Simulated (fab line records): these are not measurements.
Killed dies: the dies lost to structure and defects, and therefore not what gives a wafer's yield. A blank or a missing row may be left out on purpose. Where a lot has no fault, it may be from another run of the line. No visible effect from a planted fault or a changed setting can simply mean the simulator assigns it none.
Lot-split experiment / flow sfq-line / 27 wafers read from 5 lots, route of 325 steps

THE SPLIT
At SFQ_TRILAYER_C5_BARC_OPEN_VIA_ETCH_210 (etches BARC in O2, target depth 125 nm, time 41.7 s), the setting time-s was moved away from the recipe's 41.7 s on 9 of the 27 wafers read, by -53.5% to +31.2%. All remaining wafers had this setting at the recipe value.

The reading is taken at the split's own step.

THE READING
oes-product-au, in a.u., at SFQ_TRILAYER_C5_BARC_OPEN_VIA_ETCH_210 (etches BARC in O2, target depth 125 nm, time 41.7 s). On this fab line, fault-free wafers typically give 0.686 a.u. with a standard deviation of 0.0049 a.u.

wafer=L077.1; tool, chamber at the split=rie-diel-04, 2; time-s as run, s=41.7; against the recipe=recipe; oes-product-au, a.u.=0.688; against lot-mates on the recipe=-
wafer=L077.2; tool, chamber at the split=rie-diel-04, 1; time-s as run, s=41.7; against the recipe=recipe; oes-product-au, a.u.=0.683; against lot-mates on the recipe=-
wafer=L077.3; tool, chamber at the split=rie-diel-04, 3; time-s as run, s=41.7; against the recipe=recipe; oes-product-au, a.u.=0.690; against lot-mates on the recipe=-
wafer=L078.1; tool, chamber at the split=rie-diel-04, 1; time-s as run, s=19.41; against the recipe=-53.5%; oes-product-au, a.u.=0.993; against lot-mates on the recipe=+0.306
wafer=L078.2; tool, chamber at the split=rie-diel-04, 2; time-s as run, s=19.41; against the recipe=-53.5%; oes-product-au, a.u.=1.001; against lot-mates on the recipe=+0.314
wafer=L078.3; tool, chamber at the split=rie-diel-04, 0; time-s as run, s=41.7; against the recipe=recipe; oes-product-au, a.u.=0.685; against lot-mates on the recipe=-
wafer=L078.4; tool, chamber at the split=rie-diel-04, 3; time-s as run, s=19.41; against the recipe=-53.5%; oes-product-au, a.u.=0.986; against lot-mates on the recipe=+0.299
wafer=L078.5; tool, chamber at the split=rie-diel-04, 2; time-s as run, s=41.7; against the recipe=recipe; oes-product-au, a.u.=0.688; against lot-mates on the recipe=-
wafer=L078.6; tool, chamber at the split=rie-diel-04, 1; time-s as run, s=41.7; against the recipe=recipe; oes-product-au, a.u.=0.688; against lot-mates on the recipe=-
wafer=L079.1; tool, chamber at the split=rie-diel-02, 3; time-s as run, s=54.69; against the recipe=+31.2%; oes-product-au, a.u.=0.653; against lot-mates on the recipe=-0.029
wafer=L079.2; tool, chamber at the split=rie-diel-02, 1; time-s as run, s=54.69; against the recipe=+31.2%; oes-product-au, a.u.=0.660; against lot-mates on the recipe=-0.022
wafer=L079.3; tool, chamber at the split=rie-diel-02, 2; time-s as run, s=41.7; against the recipe=recipe; oes-product-au, a.u.=0.683; against lot-mates on the recipe=-
wafer=L079.4; tool, chamber at the split=rie-diel-02, 2; time-s as run, s=41.7; against the recipe=recipe; oes-product-au, a.u.=0.684; against lot-mates on the recipe=-
wafer=L079.5; tool, chamber at the split=rie-diel-02, 1; time-s as run, s=41.7; against the recipe=recipe; oes-product-au, a.u.=0.680; against lot-mates on the recipe=-
wafer=L079.6; tool, chamber at the split=rie-diel-02, 3; time-s as run, s=54.69; against the recipe=+31.2%; oes-product-au, a.u.=0.656; against lot-mates on the recipe=-0.026
wafer=L081.1; tool, chamber at the split=rie-diel-02, 1; time-s as run, s=49.71; against the recipe=+19.2%; oes-product-au, a.u.=0.676; against lot-mates on the recipe=-0.006
wafer=L081.2; tool, chamber at the split=rie-diel-02, 0; time-s as run, s=41.7; against the recipe=recipe; oes-product-au, a.u.=0.675; against lot-mates on the recipe=-
wafer=L081.3; tool, chamber at the split=rie-diel-02, 2; time-s as run, s=49.71; against the recipe=+19.2%; oes-product-au, a.u.=0.657; against lot-mates on the recipe=-0.025
wafer=L081.4; tool, chamber at the split=rie-diel-02, 3; time-s as run, s=41.7; against the recipe=recipe; oes-product-au, a.u.=0.687; against lot-mates on the recipe=-
wafer=L081.5; tool, chamber at the split=rie-diel-02, 3; time-s as run, s=49.71; against the recipe=+19.2%; oes-product-au, a.u.=0.666; against lot-mates on the recipe=-0.016
wafer=L081.6; tool, chamber at the split=rie-diel-02, 2; time-s as run, s=41.7; against the recipe=recipe; oes-product-au, a.u.=0.685; against lot-mates on the recipe=-
wafer=L082.1; tool, chamber at the split=rie-diel-02, 0; time-s as run, s=41.7; against the recipe=recipe; oes-product-au, a.u.=0.689; against lot-mates on the recipe=-
wafer=L082.2; tool, chamber at the split=rie-diel-02, 1; time-s as run, s=41.7; against the recipe=recipe; oes-product-au, a.u.=0.689; against lot-mates on the recipe=-
wafer=L082.3; tool, chamber at the split=rie-diel-02, 3; time-s as run, s=41.7; against the recipe=recipe; oes-product-au, a.u.=0.682; against lot-mates on the recipe=-
wafer=L082.4; tool, chamber at the split=rie-diel-02, 2; time-s as run, s=41.7; against the recipe=recipe; oes-product-au, a.u.=0.679; against lot-mates on the recipe=-
wafer=L082.5; tool, chamber at the split=rie-diel-02, 1; time-s as run, s=41.7; against the recipe=recipe; oes-product-au, a.u.=0.687; against lot-mates on the recipe=-
wafer=L082.6; tool, chamber at the split=rie-diel-02, 0; time-s as run, s=41.7; against the recipe=recipe; oes-product-au, a.u.=0.688; against lot-mates on the recipe=-

THE FIT
A straight line over all 27 wafers: oes-product-au changes by -0.00421 a.u. for each +1% of time-s; r = -0.91; the points scatter about the line by 0.042 a.u.
The same after taking each lot's own level away (the mean of its wafers on the recipe; 27 wafers): -0.00415 a.u. for each +1%; r = -0.91; scatter 0.042 a.u.
The reading moves by 0.22 a.u. for the largest change in time-s, on that fit.
Across the lots, their own levels run from 0.6823 to 0.6870 a.u., a range of 1.0 times the standard deviation given above.
Consequently the slope shifts little with the lot-to-lot level, the two slopes agreeing.
Check: +0.23 a.u. against its lot-mates is what the line predicts for one of the wafers moved furthest among these (-53.5%) when that wafer is left out of the fit. Against them it came out at +0.306 a.u.
Tool readings at the split's step, against how far the setting was moved: oes-product-au r = -0.91.

FURTHER SPLITS ON THESE WAFERS
Other splits were also applied to these wafers ahead of the reading. Each is held against what the fit with the lots' levels taken away leaves over:
other split on the same wafers=SFQ_TRILAYER_INCOMING_OXIDATION_002 ox-time-s; wafers away from the commonest value=6; r with oes-product-au (lot level and that fit taken away)=-0.31
other split on the same wafers=SFQ_TRILAYER_M1_DEP_SPUTTER_037 time-s; wafers away from the commonest value=9; r with oes-product-au (lot level and that fit taken away)=+0.26
other split on the same wafers=SFQ_TRILAYER_M1_BARC_OPEN_METAL_ETCH_054 time-s; wafers away from the commonest value=12; r with oes-product-au (lot level and that fit taken away)=+0.36
other split on the same wafers=SFQ_TRILAYER_I3_DEP_PECVD_081 time-s; wafers away from the commonest value=12; r with oes-product-au (lot level and that fit taken away)=-0.19
other split on the same wafers=SFQ_TRILAYER_M4_ETCH_METAL_ETCH_096 time-s; wafers away from the commonest value=12; r with oes-product-au (lot level and that fit taken away)=+0.13
other split on the same wafers=SFQ_TRILAYER_I4_VIA_BARC_OPEN_VIA_ETCH_146 time-s; wafers away from the commonest value=12; r with oes-product-au (lot level and that fit taken away)=-0.25
other split on the same wafers=SFQ_TRILAYER_A5B_DEP_PECVD_129 time-s; wafers away from the commonest value=6; r with oes-product-au (lot level and that fit taken away)=-0.10
other split on the same wafers=SFQ_TRILAYER_I5_BARC_OPEN_VIA_ETCH_200 time-s; wafers away from the commonest value=6; r with oes-product-au (lot level and that fit taken away)=-0.28

THE WHOLE CHAIN: every reading that the file lists as answering this split, in the file's order
step=SFQ_TRILAYER_C5_BARC_OPEN_VIA_ETCH_210; what it does=etches BARC in O2, target depth 125 nm, time 41.7 s; reading=oes-product-au; change (the file's fit)=-0.00417 a.u. for each +1% of the setting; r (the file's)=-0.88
step=SFQ_TRILAYER_C5_BARC_OPEN_VIA_ETCH_210; what it does=etches BARC in O2, target depth 125 nm, time 41.7 s; reading=KrF_of_TRILAYER_C5_LITHO_COAT_151.thk-nm (the simulator's own value, which no gauge read); change (the file's fit)=-0.477 nm for each +1% of the setting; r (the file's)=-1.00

THE FILE'S OWN FIT
oes-product-au changes by -0.00417 a.u. for each +1% of time-s, r = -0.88.
